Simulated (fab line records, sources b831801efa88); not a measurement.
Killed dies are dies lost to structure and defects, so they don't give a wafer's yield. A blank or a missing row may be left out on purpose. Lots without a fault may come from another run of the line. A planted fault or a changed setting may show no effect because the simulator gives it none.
Which tool did it? | flow gf180mcu | 12 lots, 36 wafers sampled, at 1 step of a route of 602

WHAT THE GAUGES READ, wafer by wafer
GF_NWELL_TW_MEAS_11.
lot  | measured    | on            | NWELL_TW
L075 | day 3 12:50 | film_metro-02 | 1558 1562 1549
L077 | day 4 03:04 | film_metro-03 | 1561 1564 1569
L079 | day 4 13:25 | film_metro-03 | 1571 1568 1573
L081 | day 5 02:32 | film_metro-02 | 1554 1564 1553
L083 | day 5 09:28 | film_metro-03 | 1558 1566 1568
L085 | day 5 21:59 | film_metro-02 | 1561 1540 1552
L087 | day 6 05:47 | film_metro-02 | 1538 1537 1538
L089 | day 6 17:23 | film_metro-01 | 1539 1539 1551
L091 | day 7 04:52 | film_metro-01 | 1540 1542 1540
L093 | day 7 15:02 | film_metro-03 | 1573 1571 1573
L095 | day 8 02:49 | film_metro-01 | 1538 1530 1529
L097 | day 8 13:23 | film_metro-02 | 1541 1558 1547

WHICH TOOL RAN EACH LOT (tool, then ch and the chambers of the sampled wafers, then the start)
The record holds no process step before these readings.

THE ANSWER, worked out from the rows above alone
Rule: what is usual is taken from the lots themselves. Put in order of their means at a reading, lots are off if they are a third of the lots or fewer, leave a main group of 4 or more, and stand apart from it by a gap of 3 or more times the standard deviation of the main group's means; of several such gaps the widest counts. A main group whose means are all the same, to the digits that the tables above print for the reading, isn't used. A lot without any number at a reading at which 4 lots or more have one is off too. The other lots that the step has rows for count as sound.
No lot is off at any reading shown: from this, nothing can be told.

WHAT THE SIMULATOR HAD PUT IN
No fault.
